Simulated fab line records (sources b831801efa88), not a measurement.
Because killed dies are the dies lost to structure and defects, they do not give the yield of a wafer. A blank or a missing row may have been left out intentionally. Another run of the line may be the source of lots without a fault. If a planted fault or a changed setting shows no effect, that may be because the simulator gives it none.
2 desks looking at one fault :: flow gf180mcu :: only its own numbers are on each desk; what lay behind them is given at the end

## AT THE METROLOGY DESK
Lot by lot, what the gauges showed, no matter which tool ran the lot: averages of those sampled wafers that carry a number. A lot is out of limits, marked OUT, if its mean lies more than 4 standard deviations from the usual mean; the brackets give that distance.
Columns: A = NSD_RS at GF_PSD_RS_MEAS_14, usual 46.53 ohm/sq; B = PSD_RS at GF_PSD_RS_MEAS_15, usual 108.56 ohm/sq; C = M3_ALCU_THK at GF_M3_THK_MEAS_06, usual 443 nm
lot: L564
first seen here: day 14 15:32
A: 46.59
B: 108.81
C: 440

lot: L565
first seen here: day 15 02:04
A: 46.51
B: 108.28
C: 450

lot: L567
first seen here: day 15 15:04
A: 46.59
B: 108.93
C: 441

lot: L568
first seen here: day 15 23:55
A: 46.50
B: 108.57
C: 437

lot: L569
first seen here: day 16 09:10
A: 42.88 (-38) OUT
B: 98.38 (-35) OUT
C: 447

lot: L570
first seen here: day 17 01:25
A: 43.09 (-36) OUT
B: 98.68 (-34) OUT
C: 449

lot: L578
first seen here: day 19 09:28
A: 46.55
B: 108.94
C: 445

lot: L581
first seen here: day 20 13:34
A: 46.57
B: 108.38
C: 445

lot: L582
first seen here: day 20 21:05
A: 46.47
B: 108.37
C: 433

lot: L583
first seen here: day 21 06:21
A: 46.62
B: 108.69
C: 451

lot: L584
first seen here: day 21 10:05
A: 46.56
B: 108.62
C: 441

lot: L585
first seen here: day 21 21:49
A: 46.55
B: 108.83
C: 445

lot: L586
first seen here: day 22 04:23
A: 46.50
B: 108.13
C: 437
This desk reports L569, L570 out of limits; the earliest was L569 at day 16 09:10 (NSD_RS at GF_PSD_RS_MEAS_14). In limits: L564, L565, L567, L568, L578, L581, L582, L583, L584, L585, L586.

## TOOL OWNER'S DESK, rtp-anneal-02
Per lot that ran on this tool, the mean of the sampled wafers carrying a number, from the tool's own readings at GF_PSD_RTA_13 (time 20 s). A lot is out of limits, marked OUT, if its mean lies more than 4 standard deviations from the usual mean; the brackets give that distance.
Columns: A = lamp-power-pct at GF_PSD_RTA_13, usual 32.2 %; B = wafer_temp_C_max at GF_PSD_RTA_13, usual 1029.0
lot: L564
first seen here: day 14 15:28
A: 31.0
B: 1030.0

lot: L565
first seen here: day 15 01:58
A: 31.0
B: 1030.1

lot: L568
first seen here: day 15 23:50
A: 31.0
B: 1029.8

lot: L569
first seen here: day 16 09:05
A: 31.0
B: 1030.0

lot: L570
first seen here: day 17 01:14
A: 31.0
B: 1029.1

lot: L578
first seen here: day 19 09:23
A: 31.0
B: 1028.5

lot: L581
first seen here: day 20 13:29
A: 31.0
B: 1029.4

lot: L583
first seen here: day 21 06:16
A: 31.1
B: 1030.0

lot: L584
first seen here: day 21 10:00
A: 31.0
B: 1029.5
This desk's finding: nothing out of limits on any of the 9 lots.

## BROUGHT TOGETHER
An alarm was possible from the metrology desk at day 16 09:10, on L569, L570.
Nothing out of limits was seen by the tool owner's desk.
Tool owner's desk: L569, L570 on record, inside its limits.
The lots listed all ran GF_PSD_RTA_13 on rtp-anneal-02.

## WHAT THE SIMULATOR HAD INSERTED
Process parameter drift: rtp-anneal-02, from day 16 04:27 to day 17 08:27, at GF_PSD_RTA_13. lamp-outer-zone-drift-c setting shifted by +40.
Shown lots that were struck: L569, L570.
Hours from the fault's start to each desk's first reading out of limits: the metrology desk, 5.
